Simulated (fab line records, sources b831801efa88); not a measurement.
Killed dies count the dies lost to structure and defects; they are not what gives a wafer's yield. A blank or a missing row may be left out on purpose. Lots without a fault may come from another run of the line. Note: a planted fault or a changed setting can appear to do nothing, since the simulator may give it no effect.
Problem report, 8D (eight disciplines) form, completed by code | flow sky130 | the parts of the form that need people (team, actions taken, sign-off) are left out

== 1. THE ISSUE ==
Mean METAL1_ALCU_RS at SKY_METAL1_RS_MEAS_05: 0.0699 ohm/sq over 6 wafers in 2 lots; fault-free wafers: 0.1274 ohm/sq, standard deviation 0.0017. Relative to the usual mean, that is a shift of -34 standard deviations.
The step: measures by four-point-probe.
Earliest sighting: wafer L670.3 on film-metro-04 at day 34 00:58. At this step, 30 wafers from 10 lots have a number in the record. By rule, "out" or "out of limits" means more than 4 standard deviations away from the usual mean. All remaining wafers that have a number are taken as sound.

== 2. WHAT IT IS, WHAT IT ISN'T ==
question                    | is                           | is not
which readings at this step | METAL1_ALCU_RS               | -
which lots                  | L669, L670                   | L666, L671, L673, L674, L677, L678, L681, L683
which wafers of those lots  | all that have a number       | -
read on which gauges        | film-metro-02, film-metro-04 | film-metro-01
when                        | from day 34 00:58            | up to then (3 sound wafers); but 21 sound wafers of L671, L673, L674, L677, L678, L681, L683 came after

== 3. WHAT RULES OUT EACH SUSPECT ==
Counting: any tool at a process step up to the reading is kept as a suspect provided that every lot that is out went through it and no sound lot did after the first of them.
- ruled out: the gauge at SKY_METAL1_RS_MEAS_05. The wafers that are out were read on 2 gauges (film-metro-02, film-metro-04).
- pvd-sputter-02 at SKY_METAL1_SPUTTER_02 (material AlCu, target thk 250 nm, time 13.3 s): kept. It ran every lot that is out, first L670 (day 34 00:50), and no sound lot after that.
- pvd-sputter-02 at SKY_METAL1_SPUTTER_04 (material TiN, target thk 70 nm, time 58.3 s): kept. It ran every lot that is out, first L670 (day 34 00:53), and no sound lot after that.
After counting, pvd-sputter-02 at SKY_METAL1_SPUTTER_02 and pvd-sputter-02 at SKY_METAL1_SPUTTER_04 remain.

== 4. THE CAUSE (what the simulator had put in) ==
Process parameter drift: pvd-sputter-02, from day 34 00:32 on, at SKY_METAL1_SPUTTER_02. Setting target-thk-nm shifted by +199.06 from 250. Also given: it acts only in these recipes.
Of the 2 suspects that counting leaves, this tool is one.

== 5. THE EFFECT CHAIN, in route order ==
Each row: a reading whose mean over the struck wafers that have a number lies more than 3 standard deviations from the usual. Scope: only readings with a usual standard deviation given in the record; hours: median across lots of the time from each lot's start at the first step in this table that gives one to its start at this step; sigmas: change in usual standard deviations.
hours | step                     | reading              | usual         | on struck wafers | change  | sigmas
0     | SKY_METAL1_RS_MEAS_05    | METAL1_ALCU_RS       | 0.1274 ohm/sq | 0.0699           | -0.0575 | -34
0     | SKY_METAL1_THK_MEAS_06   | METAL1_ALCU_THK      | 248 nm        | 448              | +200    | +52
27    | SKY_METAL1_METAL_ETCH_19 | oes-product-au       | 0.853 a.u.    | 1.013            | +0.160  | +26
329   | SKY_PAD_OPEN_PROBE_99    | defect-limited-yield | 82.8 %        | 0.0              | -82.8   | -44
329   | SKY_PAD_OPEN_PROBE_99    | killed_at_M0_to_M3   | 43            | 451              | +408    | +54
329   | SKY_PAD_OPEN_PROBE_99    | killed-dies          | 84            | 492              | +408    | +43
329   | SKY_PAD_OPEN_PROBE_99    | killed-on-rim        | 16            | 96               | +80     | +24
329   | SKY_PAD_OPEN_PROBE_99    | sort_bin_5_function  | 10.1 %        | 92.7             | +82.6   | +59
329   | SKY_PAD_OPEN_PROBE_99    | sort-n-pass          | 408           | 0                | -408    | -43
329   | SKY_PAD_OPEN_PROBE_99    | sort-yield-pct       | 82.8 %        | 0.0              | -82.8   | -44
Process steps it contains:
- SKY_METAL1_METAL_ETCH_19: etches the open film in Cl2/BCl3, stops on SiO2, target depth 360 nm, time 78 s.
- SKY_PAD_OPEN_PROBE_99

== 6. HOW IT WOULD HAVE BEEN CAUGHT EARLIER ==
In this record the first reading out of limits at a measuring or inspecting step was taken at day 34 00:58, 0 hours after the fault began at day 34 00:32.
Tool readings at SKY_METAL1_SPUTTER_02 with a usual standard deviation given in the record: none out on any struck wafer, hence no alarm at a limit of 4 standard deviations on them.
Of the lots that are out (2), L669 began SKY_METAL1_SPUTTER_02 on pvd-sputter-02 after day 34 00:58. It would have been spared by a hold on the tool at that moment.
